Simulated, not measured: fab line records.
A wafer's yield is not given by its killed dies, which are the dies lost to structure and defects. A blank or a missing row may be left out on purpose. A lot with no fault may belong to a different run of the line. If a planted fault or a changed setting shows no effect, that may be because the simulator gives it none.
Matching of chambers -- flow sky130 -- rieDiel-04 running SKY_VIA1_ETCH_14: 4 sister chambers
The step etches BARC in N2/H2, stops on SiO2, time 45.9 s, target depth 60 nm. 4 wafers are shown with their chamber, then 10 later ones without.

## WAFERS, EACH WITH ITS CHAMBER
wafer,chamber,drypumpMotorCurrentA (A)
L088.2,2,5.7
L088.5,0,6.3
L090.1,3,6.2
L090.2,1,5.6

## WAFERS WITHOUT THEIR CHAMBER
wafer,drypumpMotorCurrentA (A)
L090.4,6.3
L092.1,5.6
L092.2,6.1
L092.5,6.3
L094.1,5.6
L094.5,6.3
L094.6,6.2
L095.3,5.7
L095.4,6.2
L095.6,6.3

## EACH ONE'S CHAMBER
wafer,from the rows above,in truth
L090.4,0,0
L092.1,1,1
L092.2,3,3
L092.5,0,0
L094.1,1,1
L094.5,0,0
L094.6,3,3
L095.3,2,2
L095.4,3,3
L095.6,0,0
Correct placement for 10 of the 10. Left unplaced by these rows: 0. Number placed wrongly: 0.
How it was worked out, from the rows above alone: a wafer's distance from a chamber is the root of the sum, over the readings, of the square of ((its reading less the chamber's mean) divided by the reading's scatter). If the next closest chamber is less than 2 further off than the closest, the wafer can't be placed; otherwise it belongs to the closest. A chamber's mean is the mean of its shown wafers. The scatter: root of mean squared gap, hidden wafer to nearest shown wafer, with one shown wafer a chamber.
